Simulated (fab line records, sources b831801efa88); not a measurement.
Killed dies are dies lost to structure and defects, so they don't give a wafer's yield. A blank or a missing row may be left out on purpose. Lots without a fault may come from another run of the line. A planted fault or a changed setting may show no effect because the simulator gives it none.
Which tool did it? | flow sfq_line | 7 lots, 20 wafers sampled, at 2 steps of a route of 325

WHAT THE GAUGES READ, wafer by wafer
SFQ_L0_RS_MEAS_901: measures by four-point-probe.
lot  | measured    | on            | L0_MONX_KI_RS (ohm/sq)
L221 | day 1 17:36 | film_metro-02 | 43.3 43.2 43.4
L223 | day 2 03:34 | film_metro-02 | 42.9 42.9 43.1
L225 | day 2 13:37 | film_metro-02 | 43.5 42.9 43.6
L227 | day 2 23:34 | film_metro-01 | 42.8 43.4 43.9
L229 | day 3 09:34 | film_metro-01 | 35.5 43.4
L233 | day 4 05:34 | film_metro-04 | 36.2 44.1 44.1
L240 | day 5 16:35 | film_metro-04 | 43.9 44.5 43.7

WHICH TOOL RAN EACH LOT (tool, then ch and the chambers of the sampled wafers, then the start)
lot  | SFQ_TRILAYER_L0_DEP_SPUTTER_003
L221 | pvd_sputter-05, day 1 17:29
L223 | pvd_sputter-06, day 2 03:29
L225 | pvd_sputter-03, day 2 13:29
L227 | pvd_sputter-03, day 2 23:29
L229 | pvd_sputter-03, day 3 09:29
L233 | pvd_sputter-03, day 4 05:29
L240 | pvd_sputter-06, day 5 16:29
- SFQ_TRILAYER_L0_DEP_SPUTTER_003: material MoNx KI, target thk 40 nm, time 100 s.

THE ANSWER, worked out from the rows above alone
Rule: what is usual is taken from the lots themselves. Put in order of their means at a reading, lots are off if they are a third of the lots or fewer, leave a main group of 4 or more, and stand apart from it by a gap of 3 or more times the standard deviation of the main group's means; of several such gaps the widest counts. A main group whose means are all the same, to the digits that the tables above print for the reading, isn't used. A lot without any number at a reading at which 4 lots or more have one is off too. The other lots that the step has rows for count as sound.
Off: L229, L233, at SFQ_L0_RS_MEAS_901 (L0_MONX_KI_RS). The main group: mean 43.4 ohm/sq, standard deviation 0.35.
A tool fits if, at a process step before that reading, it ran every lot that is off, and no sound lot after the first of them. The gauges at SFQ_L0_RS_MEAS_901 are tried like those tools. One fits: pvd_sputter-03 at SFQ_TRILAYER_L0_DEP_SPUTTER_003. Its last sound lot is L227 (day 2 23:29), its first lot that is off L229 (day 3 09:29): a fault that began between those two fits.

WHAT THE SIMULATOR HAD PUT IN
Process parameter drift: pvd_sputter-03, from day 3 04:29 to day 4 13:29, at SFQ_TRILAYER_L0_DEP_SPUTTER_003. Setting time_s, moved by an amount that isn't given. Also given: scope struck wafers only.
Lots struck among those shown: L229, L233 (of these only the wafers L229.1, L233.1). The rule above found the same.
